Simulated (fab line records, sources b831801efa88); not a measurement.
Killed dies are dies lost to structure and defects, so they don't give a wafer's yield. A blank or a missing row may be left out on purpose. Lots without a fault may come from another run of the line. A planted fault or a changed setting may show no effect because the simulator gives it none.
Which tool did it? | flow sky130 | 12 lots, 36 wafers sampled, at 2 steps of a route of 708

WHAT THE GAUGES READ, wafer by wafer
SKY_VIA3_OVL_MEAS_13. Usual: VIA3_OVL 0 nm, standard deviation 5.
lot  | measured     | on         | VIA3_OVL (nm) | flag
L842 | day 40 13:30 | overlay-02 | -1 -8 -10     |
L843 | day 40 17:46 | overlay-02 | -6 -3 -4      |
L848 | day 40 18:51 | overlay-02 | 1 2 14        |
L851 | day 42 02:55 | overlay-02 | -7 -7 -9      |
L856 | day 46 08:16 | overlay-01 | 4 -3 -1       |
L854 | day 46 08:40 | overlay-02 | -4 1 -6       |
L860 | day 46 09:39 | overlay-01 | 2 -2 -2       |
L855 | day 46 08:55 | overlay-01 | 4 2 2         |
L852 | day 46 10:52 | overlay-02 | 3 -4 1        |
L857 | day 46 17:04 | overlay-02 | 8 -7 6        |
L864 | day 46 20:18 | overlay-01 | 3 7 -3        |
L859 | day 46 21:55 | overlay-01 | 0 -2 -1       |

WHICH TOOL RAN EACH LOT (tool, then ch and the chambers of the sampled wafers, then the start)
lot  | SKY_METAL3_SPUTTER_02
L842 | pvd_sputter-01, day 37 09:56
L843 | pvd_sputter-03, day 37 13:13
L848 | pvd_sputter-02, day 37 16:21
L851 | pvd_sputter-01, day 39 01:03
L856 | pvd_sputter-03, day 43 10:12
L854 | pvd_sputter-03, day 43 11:48
L860 | pvd_sputter-02, day 43 12:59
L855 | pvd_sputter-01, day 43 13:09
L852 | pvd_sputter-03, day 43 13:55
L857 | pvd_sputter-01, day 43 17:12
L864 | pvd_sputter-01, day 43 19:22
L859 | pvd_sputter-01, day 43 21:12
- SKY_METAL3_SPUTTER_02: material AlCu, target thk 735 nm, time 39.1 s.

WHAT THE TOOLS THEMSELVES READ (means of the sampled wafers that have a number; where no wafer has one, the mark that the record gives instead)
SKY_METAL3_SPUTTER_02. Usual: chamber_pressure_pa 0.4000 Pa, standard deviation 0.0008; throttle_valve_pct 29.9 %, standard deviation 1.
lot  | tool           | chamber_pressure_pa (Pa) | throttle_valve_pct (%) | flag
L842 | pvd_sputter-01 | 0.3998                   | 30.4                   |
L843 | pvd_sputter-03 | 0.3991                   | 29.1                   |
L848 | pvd_sputter-02 | 0.4009                   | 29.7                   |
L851 | pvd_sputter-01 | 0.3997                   | 30.1                   |
L856 | pvd_sputter-03 | 0.4012                   | 29.4                   |
L854 | pvd_sputter-03 | 0.3994                   | 29.6                   |
L860 | pvd_sputter-02 | 0.4003                   | 30.5                   |
L855 | pvd_sputter-01 | 0.4007                   | 30.2                   |
L852 | pvd_sputter-03 | 0.4001                   | 30.3                   |
L857 | pvd_sputter-01 | 0.4000                   | 29.9                   |
L864 | pvd_sputter-01 | 0.3997                   | 29.4                   |
L859 | pvd_sputter-01 | 0.4004                   | 29.6                   |

THE ANSWER, worked out from the rows above alone
Rule: a lot is off if the mean of its wafers that have a number lies more than 3 standard deviations from the usual mean. A lot without any number at a reading at which 4 lots or more have one is off too. The other lots that the step has rows for count as sound. The gauges are gone through in route order, then the tools' own readings, and for those a lot's mean is taken as printed above. The first step at which some lot is off is used, and at that step the reading that is off furthest; a lot without a number counts as furthest.
No lot is off at any reading shown: from this, nothing can be told.

WHAT THE SIMULATOR HAD PUT IN
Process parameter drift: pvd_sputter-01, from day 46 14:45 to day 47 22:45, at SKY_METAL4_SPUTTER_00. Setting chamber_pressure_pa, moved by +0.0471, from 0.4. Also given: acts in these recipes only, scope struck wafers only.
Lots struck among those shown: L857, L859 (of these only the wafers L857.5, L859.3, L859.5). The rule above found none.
